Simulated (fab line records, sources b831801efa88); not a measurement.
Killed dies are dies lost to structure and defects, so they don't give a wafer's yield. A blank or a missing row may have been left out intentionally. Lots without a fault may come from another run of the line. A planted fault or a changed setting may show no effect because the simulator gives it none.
fab line records | flow gf180mcu
[record] lots = 14 wafers = 42 lastDay = 34
route steps=602 shown V5@541 TOP_METAL@572 PASSIVATION@589
lots untouched by any fault: they come from a run of this same line in which no faults occurred
startH: hours from the record's opening day to when the first of the lot's shown wafers began | waitH: hours elapsed since this lot's preceding step | " the same as in the row above | L1.1+2: one row covering several wafers at once | - value missing, or start not given | * or withheld: withheld | < > ~ a bound
route shown NAME@n: names a module that has steps shown in the file, with the first one's number in the route | usual: mean/standard deviation taken from wafers without a fault | same: alike in all rows | chamber/n: place in a boat | sites: readings site by site | _std_site: standard deviation across them | _edge_site: outer sites' mean less inner sites' | radiusMm: how far each site lies from the wafer's centre | mask NAME#n: copy n | behind: the last tool/chamber to shape the wafer | hold: the reason the lot was held/the length of the hold in hours/how it ended | device: names the non-switching transistor (n, p or np) | end of line: at the end of the route, the tests of the same wafers | for a step that has no rows: nothing shown but its recipe | killed: the dies lost at the first sort to structure and to defects; this is not the yield of the wafer | map: per-die view of a wafer (x killed, . not killed, _ where there is no die)
set.NAME: setting as actually run; set.NAME@STEP: the setting as run at that earlier step | model.NAME: the simulator's own value behind a step, which no gauge read
route steps across a sampled set of lots; one table per step, one row per wafer
services: from which hour (startH, from the record's first day; less than 0 if before it) a tool's chamber was out of use, for how many hours, and why
[[steps]]
[step GF_V5_THK_MEAS_01]
[recipe] reads = SiO2_of_V5_CVD_00
[usual] V5_CVD_00_THK = 300/3.2
// columns lot.wafer tool chamber startH waitH V5_CVD_00_THK[nm]
L426.2 filmMetro-02 - 615.37 0.0 305
L426.3 " - " " 304
L426.5 " - " " 301
L428.1 filmMetro-01 - 622.79 0.0 299
L428.2 " - " " 294
L428.6 " - " " 296
L429.1 filmMetro-01 - 636.64 0.0 300
L429.2 " - " " 300
L429.4 " - " " 298
L435.3 filmMetro-03 - 674.05 0.0 298
L435.5 " - " " 299
L435.6 " - " " 302
L436.2 filmMetro-01 - 678.25 0.0 299
L436.4 " - " " 294
L436.5 " - " " 299
L437.3 filmMetro-01 - 684.97 0.0 297
L437.5 " - " " 299
L437.6 " - " " 300
L440.2 filmMetro-02 - 713.47 0.0 299
L440.3 " - " " 302
L440.6 " - " " 300
L441.1 filmMetro-03 - 714.89 0.0 298
L441.2 " - " " 298
L441.5 " - " " 297
L442.1 filmMetro-02 - 726.19 0.0 303
L442.2 " - " " 301
L442.3 " - " " 303
L443.2 filmMetro-03 - 729.15 0.0 294
L443.3 " - " " 296
L443.6 " - " " 292
L446.2 filmMetro-01 - 747.01 0.0 301
L446.3 " - " " 308
L446.5 " - " " 307
L447.1 filmMetro-01 - 751.96 0.0 305
L447.3 " - " " 309
L447.4 " - " " 305
L448.3 filmMetro-03 - 756.71 0.0 301
L448.4 " - " " 299
L448.6 " - " " 299
L449.4 filmMetro-02 - 767.02 0.0 300
L449.5 " - " " 301
L449.6 " - " " 300
[step GF_V5_THK_MEAS_03]
[recipe] reads = SiO2_of_V5_CVD_02
[usual] V5_CVD_02_THK = 1452/16
// columns lot.wafer tool chamber startH waitH V5_CVD_02_THK[nm]
L426.2 filmMetro-02 - 615.53 0.1 1443
L426.3 " - " " 1458
L426.5 " - " " 1456
L428.1 filmMetro-03 - 622.95 0.1 1462
L428.2 " - " " 1457
L428.6 " - " " 1480
L429.1 filmMetro-03 - 636.81 0.1 1425
L429.2 " - " " 1424
L429.4 " - " " 1449
L435.3 filmMetro-03 - 674.22 0.1 1445
L435.5 " - " " 1473
L435.6 " - " " 1468
L436.2 filmMetro-02 - 678.41 0.1 1453
L436.4 " - " " 1479
L436.5 " - " " 1459
L437.3 filmMetro-03 - 685.14 0.1 1455
L437.5 " - " " 1480
L437.6 " - " " 1467
L440.2 filmMetro-03 - 713.64 0.1 1443
L440.3 " - " " 1444
L440.6 " - " " 1460
L441.1 filmMetro-01 - 715.06 0.1 1451
L441.2 " - " " 1434
L441.5 " - " " 1464
L442.1 filmMetro-02 - 726.36 0.1 1436
L442.2 " - " " 1434
L442.3 " - " " 1420
L443.2 filmMetro-02 - 729.31 0.1 1454
L443.3 " - " " 1419
L443.6 " - " " 1465
L446.2 filmMetro-02 - 747.17 0.1 1466
L446.3 " - " " 1447
L446.5 " - " " 1454
L447.1 filmMetro-01 - 752.12 0.1 1441
L447.3 " - " " 1446
L447.4 " - " " 1465
L448.3 filmMetro-01 - 756.88 0.1 1458
L448.4 " - " " 1464
L448.6 " - " " 1488
L449.4 filmMetro-03 - 767.18 0.0 1452
L449.5 " - " " 1448
L449.6 " - " " 1466
[step GF_TOP_METAL_RS_MEAS_05]
[recipe] thkMeasGauge = four-point-probe reads = TiN_of_TOP_METAL_SPUTTER_04+Ti_of_TOP_METAL_SPUTTER_03+AlCu_of_TOP_METAL_SPUTTER_02+TiN_of_TOP_METAL_SPUTTER_01+Ti_of_TOP_METAL_SPUTTER_00
[usual] TOP_METAL_ALCU_RS = 0.0328/0.00037
// columns lot.wafer tool chamber startH waitH TOP_METAL_ALCU_RS[ohm/sq]
L426.2 filmMetro-02 - 638.23 0.0 0.0323
L426.3 " - " " 0.0324
L426.5 " - " " 0.0326
L428.1 filmMetro-04 - 646.14 0.0 0.0333
L428.2 " - " " 0.0332
L428.6 " - " " 0.0333
L429.1 filmMetro-02 - 658.34 0.0 0.0331
L429.2 " - " " 0.0330
L429.4 " - " " 0.0328
L435.3 filmMetro-04 - 695.29 0.1 0.0331
L435.5 " - " " 0.0333
L435.6 " - " " 0.0331
L436.2 filmMetro-03 - 699.32 0.0 0.0326
L436.4 " - " " 0.0327
L436.5 " - " " 0.0326
L437.3 filmMetro-03 - 706.23 0.1 0.0324
L437.5 " - " " 0.0321
L437.6 " - " " 0.0322
L440.2 filmMetro-04 - 733.39 0.0 0.0328
L440.3 " - " " 0.0328
L440.6 " - " " 0.0326
L441.1 filmMetro-02 - 735.16 0.0 0.0334
L441.2 " - " " 0.0333
L441.5 " - " " 0.0332
L442.1 filmMetro-03 - 745.89 0.0 0.0333
L442.2 " - " " 0.0329
L442.3 " - " " 0.0332
L443.2 filmMetro-03 - 748.62 0.0 0.0327
L443.3 " - " " 0.0328
L443.6 " - " " 0.0330
L446.2 filmMetro-04 - 765.69 0.0 0.0330
L446.3 " - " " 0.0328
L446.5 " - " " 0.0331
L447.1 filmMetro-03 - 770.45 0.0 0.0323
L447.3 " - " " 0.0325
L447.4 " - " " 0.0323
L448.3 filmMetro-04 - 775.37 0.1 0.0325
L448.4 " - " " 0.0325
L448.6 " - " " 0.0325
L449.4 filmMetro-03 - 785.42 0.1 0.0327
L449.5 " - " " 0.0323
L449.6 " - " " 0.0325
[step GF_PASSIVATION_CVD_02]
[recipe] material = Si3N4 targetThkNm = 700 timeS = 486.18 tempC = 400 rfW = 450
[usual] heaterPowerOuterW = 397/62 heaterPowerW = 692/93
// columns lot.wafer tool chamber startH waitH heaterPowerOuterW heaterPowerW
L426.2 pecvd-03 0 658.85 0.0 460 802
L426.3 " 1 " " 424 729
L426.5 " 2 " " 303 595
L428.1 pecvd-01 1 670.99 0.1 478 891
L428.2 " 0 " " 423 646
L428.6 " 2 " " 443 765
L429.1 pecvd-03 2 676.06 0.1 333 642
L429.2 " 1 " " 475 824
L429.4 " 1 " " 506 829
L435.3 pecvd-02 0 714.93 0.0 - -
L435.5 " 1 " " - -
L435.6 " 0 " " - -
L436.2 pecvd-01 0 718.39 0.0 - -
L436.4 " 2 " " - -
L436.5 " 0 " " - -
L437.3 pecvd-01 2 724.53 0.0 444 768
L437.5 " 1 " " 380 735
L437.6 " 2 " " 334 618
L440.2 pecvd-03 2 751.45 0.0 404 726
L440.3 " 0 " " 445 764
L440.6 " 2 " " 309 596
L441.1 pecvd-03 0 752.83 0.1 411 730
L441.2 " 2 " " 337 634
L441.5 " 2 " " 374 665
L442.1 pecvd-02 1 762.88 0.1 379 627
L442.2 " 2 " " 295 535
L442.3 " 0 " " 389 660
L443.2 pecvd-02 0 765.20 0.0 335 581
L443.3 " 1 " " 368 603
L443.6 " 2 " " 291 544
L446.2 pecvd-03 0 782.37 0.0 449 786
L446.3 " 1 " " 508 868
L446.5 " 2 " " 400 720
L447.1 pecvd-01 2 787.26 0.1 367 672
L447.3 " 0 " " 399 612
L447.4 " 1 " " 383 756
L448.3 pecvd-02 0 791.00 0.0 408 669
L448.4 " 2 " " 290 531
L448.6 " 0 " " 423 724
L449.4 pecvd-03 1 801.96 0.2 487 821
L449.5 " 0 " " 393 709
L449.6 " 2 " " 361 675
[step GF_PASSIVATION_ETCH_11]
[recipe] chemistry = CF4/O2 targetDepthNm = 1800 stopOn = TiN sourceW = 800 biasW = 150 pressureMtorr = 150 cf4FlowSccm = 80 O2_flow_sccm = 10 timeS = 400
[usual] drypumpMotorCurrentA = 6.1/0.55 oesProductAu = 0.962/0.0074 throttleValvePct = 5.961/0.0094
// columns lot.wafer tool chamber startH waitH drypumpMotorCurrentA oesProductAu rfHoursCounterH throttleValvePct
L426.2 rieDiel-04 3 676.05 - 5.1 0.961 8 5.958
L426.3 " 0 " " 6.4 0.955 9 5.962
L426.5 " 2 " " 6.7 0.960 - 5.961
L428.1 rieDiel-04 2 688.20 - 6.7 0.955 4 5.944
L428.2 " 1 " " 5.8 0.950 7 5.969
L428.6 " 2 " " 6.7 0.964 - 5.972
L429.1 rieDiel-04 0 695.20 - 6.5 0.958 9 5.955
L429.2 " 1 " " 5.8 0.962 8 5.960
L429.4 " 2 " " 6.7 0.959 5 5.971
L435.3 rieDiel-04 2 732.70 - 6.7 0.994 7 5.957
L435.5 " 1 " " 5.8 0.981 - 5.973
L435.6 " 0 " " 6.5 0.988 - 5.977
L436.2 rieDiel-04 1 736.05 - 5.8 0.986 10 5.943
L436.4 " 2 " " 6.8 0.990 7 5.969
L436.5 " 0 " " 6.5 0.991 - 5.979
L437.3 rieDiel-03 2 741.67 - 5.4 0.952 8 5.961
L437.5 " 3 " " 5.3 0.966 - 5.966
L437.6 " 2 " " 5.4 0.968 - 5.956
L440.2 rieDiel-03 3 767.80 - 5.3 0.956 9 5.953
L440.3 " 0 " " 6.1 0.953 4 5.958
L440.6 " 0 " " 6.1 0.967 - 5.962
L441.1 rieDiel-04 1 769.35 - 5.8 0.958 12 5.962
L441.2 " 0 " " 6.4 0.962 13 5.955
L441.5 " 0 " " 6.4 0.953 - 5.958
L442.1 rieDiel-01 3 778.28 - 6.4 0.959 10 5.973
L442.2 " 2 " " 6.8 0.962 43 5.962
L442.3 " 1 " " 6.2 0.961 10 5.952
L443.2 rieDiel-03 3 781.07 - 5.3 0.955 10 5.958
L443.3 " 3 " " 5.3 0.962 - 5.956
L443.6 " 3 " " 5.3 0.962 - 5.966
L446.2 rieDiel-01 2 797.45 - 6.9 0.951 44 5.954
L446.3 " 3 " " 6.4 0.950 11 5.967
L446.5 " 1 " " 6.2 0.960 - 5.954
L447.1 rieDiel-04 3 802.25 - 5.1 0.955 14 5.960
L447.3 " 2 " " 6.7 0.971 10 5.959
L447.4 " 1 " " 5.8 0.969 13 5.986
L448.3 rieDiel-01 3 805.83 - 6.4 0.966 12 5.966
L448.4 " 0 " " 5.4 0.977 - 5.961
L448.6 " 1 " " 6.2 0.960 - 5.960
L449.4 rieDiel-01 0 814.84 - 5.4 0.963 - 5.959
L449.5 " 1 " " 6.2 0.960 - 5.983
L449.6 " 3 " " 6.4 0.954 - 5.947
[[services]]
// columns tool chamber startH hours kind
rieDiel-03 0 641.99 - clean
rieDiel-01 0 643.70 - clean
rieDiel-01 0 643.70 18.8 scheduledDown
rieDiel-01 0 643.70 18.8 ventCycle
pecvd-02 - 658.08 14.6 pm
pecvd-01 0 676.62 8.5 repair
rieDiel-04 0 719.48 9.4 repair
pecvd-01 2 743.50 4.2 repair
rieDiel-03 2 745.36 5.4 repair
rieDiel-01 0 748.34 3.3 repair
pecvd-01 1 749.25 4.0 repair
rieDiel-03 2 774.28 16.2 repair
rieDiel-01 0 777.81 25.3 repair
rieDiel-01 1 788.18 5.4 repair
pecvd-02 - 799.38 14.0 pm
pecvd-02 0 799.38 14.0 ventCycle
pecvd-02 1 799.38 14.0 ventCycle
pecvd-02 2 799.38 14.0 ventCycle
rieDiel-01 2 803.58 - clean
pecvd-01 - 804.13 0.7 repair
pecvd-02 0 813.38 - clean
pecvd-02 1 813.38 - clean
pecvd-02 2 813.38 - clean
rieDiel-03 - 814.76 0.4 repair
[[key]]
[firstSign] step = GF_PASSIVATION_CVD_02 reading = toolRecord direction = missing
[effect] step = GF_PASSIVATION_ETCH_11 reading = oesProductAu direction = up sigmas = 3.6 usual = 0.962 struck = 0.988
metAt GF_PASSIVATION_CVD_02
struckLots L435,L436
laterRowsLeftOut L435.3,L435.5,L435.6,L436.2,L436.4,L436.5
sortLeftOut L435.3,L435.5,L435.6,L436.2,L436.4,L436.5
notActingAt GF_V5_THK_MEAS_01,GF_V5_THK_MEAS_03,GF_TOP_METAL_RS_MEAS_05
onsetBetween 670.99 714.93
[fault] kind = skippedStepWhole tool = pecvd-01,pecvd-02 chamber = - onsetH = 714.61 steps = GF_PASSIVATION_CVD_02 scope = struckLotsOnly
// sortLeftOut: the simulated sort isn't trusted on such a fault, so these wafers' sort isn't shown, and their yield isn't known
// laterRowsLeftOut: the simulator's readings of these wafers behind a module that went badly wrong aren't trusted and aren't shown, but for the sort
